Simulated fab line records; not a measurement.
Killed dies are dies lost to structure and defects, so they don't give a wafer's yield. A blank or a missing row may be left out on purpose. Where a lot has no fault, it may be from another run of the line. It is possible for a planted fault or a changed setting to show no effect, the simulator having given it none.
A struck lot beside a sound one	flow sky130	44 out of 708 route steps
Sound: wafers L254.3, L254.5, L254.6. Wafers struck: L255.1, L255.2, L255.3. Last of all comes the cause.
Per side, at each step with rows, come the tool, then ch with its chambers, and then its first start. Under that, the readings that differ: sound wafers	struck wafers	difference of the means	sigmas: that difference in standard deviations of wafers without a fault.
alike: a reading whose means differ by less than 2 such deviations, as well as words and numbers matching on both sides. not compared: withheld readings; readings where some wafer has no value; bounds like >300 that might hide an equal value; numbers whose values overlap and for which the record gives no deviation.
Wherever a step has rows on one side only, a row that says differs or no value, or a row with sigmas, the two part there. When numbers do not overlap yet have no deviation, they are printed without sigmas and do not part them. Lack of a reading on every wafer of one side parts them only where that side has two or more wafers.

first, 8 steps without rows for these wafers: SKY_DNWELL_DEHYDRATE_00 (time 60 s); SKY_DNWELL_HMDS_01 (prime time 60 s); SKY_DNWELL_COAT_02 (resist thk 3000 nm); SKY_DNWELL_SOFTBAKE_03; SKY_DNWELL_EXPOSE_04 (exposes mask DNM, target cd 3000 nm); SKY_DNWELL_PEB_05; SKY_DNWELL_DEVELOP_06 (develop time 60 s); SKY_DNWELL_IMPLANT_07.
SKY_DNWELL_STRIP_08: strips in O2/N2.
  sound on plasma_asher-01 ch 0,1, day 3 19:07; struck on plasma_asher-02 ch 0,1, day 4 02:52
  alike: drypump_motor_current_A, oes_product_au, strip_time_to_endpoint_s
  not compared: rf_hours_counter_h
SKY_DNWELL_TW_MEAS_09:
  sound on film_metro-04, day 3 19:12; struck on film_metro-03, day 4 02:58
  alike: DNWELL_TW
then, 2 steps without rows for these wafers: SKY_PWDE_DEHYDRATE_00 (time 60 s); SKY_PWDE_HMDS_01 (prime time 60 s).
SKY_PWDE_COAT_02: resist thk 3000 nm.
  struck on litho_track-04, day 4 10:46; sound on litho_track-04 ch 0, day 4 03:04
  no value came back on the struck wafers for chill_plate_temp_C (C), dispense_pressure_kPa (kPa); on the sound wafers chill_plate_temp_C (C) reads 23.12 23.07 23.09
then, 4 steps without rows for these wafers: SKY_PWDE_SOFTBAKE_03; SKY_PWDE_EXPOSE_04 (exposes mask PWDEM, target cd 840 nm); SKY_PWDE_PEB_05; SKY_PWDE_DEVELOP_06 (develop time 60 s).
SKY_PWDE_OVL_MEAS_07:
  sound on overlay-01, day 4 11:42; struck on overlay-01, day 4 19:52
reading	sound	struck	difference	sigmas
PWDE_OVL (nm)	1.0 2.2 1.3	- - -	no value on the struck wafers	
after that, 1 step had no rows for these wafers: SKY_PWDE_IMPLANT_08.
SKY_PWDE_STRIP_09: strips in O2/N2.
  sound on plasma_asher-02 ch 0,1, day 4 11:54; struck on plasma_asher-02 ch 0,1, day 4 20:03
  no value came back on the struck wafers for oes_product_au (a.u.), strip_time_to_endpoint_s (s); on the sound wafers oes_product_au (a.u.) reads 0.717 0.723 0.724
  alike: drypump_motor_current_A
  not compared: rf_hours_counter_h
SKY_PWDE_TW_MEAS_10:
  sound on film_metro-04, day 4 11:59; struck on film_metro-03, day 4 20:09
  alike: PWDE_TW
then, 7 steps without rows for these wafers: SKY_NWELL_DEHYDRATE_03 (time 60 s); SKY_NWELL_HMDS_04 (prime time 60 s); SKY_NWELL_COAT_05 (resist thk 3000 nm); SKY_NWELL_SOFTBAKE_06; SKY_NWELL_EXPOSE_07 (exposes mask NWM, target cd 840 nm); SKY_NWELL_PEB_08; SKY_NWELL_DEVELOP_09 (develop time 60 s).
SKY_NWELL_OVL_MEAS_10:
  sound on overlay-01, day 5 04:11; struck on overlay-02, day 5 13:31
  alike: NWELL_00_OVL
then, 3 steps without rows for these wafers: SKY_NWELL_IMPLANT_11; SKY_NWELL_IMPLANT_12; SKY_NWELL_IMPLANT_13.
SKY_NWELL_STRIP_14: strips in O2/N2.
  sound on plasma_asher-03 ch 0,1, day 5 04:41; struck on plasma_asher-03 ch 0,1, day 5 14:00
  alike: drypump_motor_current_A, oes_product_au, strip_time_to_endpoint_s
  not compared: rf_hours_counter_h
SKY_NWELL_TW_MEAS_15:
  sound on film_metro-01, day 5 04:47; struck on film_metro-03, day 5 14:06
  alike: NWELL_TW
then, 7 steps without rows for these wafers: SKY_NWELL_DEHYDRATE_16 (time 60 s); SKY_NWELL_HMDS_17 (prime time 60 s); SKY_NWELL_COAT_18 (resist thk 3000 nm); SKY_NWELL_SOFTBAKE_19; SKY_NWELL_EXPOSE_20 (exposes mask NWM COMPLEMENT, target cd 840 nm); SKY_NWELL_PEB_21; SKY_NWELL_DEVELOP_22 (develop time 60 s).
SKY_NWELL_OVL_MEAS_23:
  sound on overlay-01, day 5 23:13; struck on overlay-01, day 6 08:01
  alike: NWELL_01_OVL
SKY_NWELL_TW_MEAS_26:
  sound on film_metro-03, day 5 23:31; struck on film_metro-04, day 6 08:18
reading	sound	struck	difference	sigmas
NWELL_2_TW	500.8 501.8 499.7	556.2 556.9 557.7	+56.2	+19
-- the record jumps here: 41 days lie between the struck wafers' starts before and after (it left off in module NWELL and takes up again in module PAD_OPEN, whose first step shown is number 708 of the route) --
SKY_PAD_OPEN_PROBE_99:
  the record has rows for the struck wafers here (prober-02, day 47 02:28) and none for the sound ones

## WHERE THEY PART
First at SKY_PWDE_COAT_02; last, within this record, at SKY_PAD_OPEN_PROBE_99.

WHY: what had been put in by the simulator
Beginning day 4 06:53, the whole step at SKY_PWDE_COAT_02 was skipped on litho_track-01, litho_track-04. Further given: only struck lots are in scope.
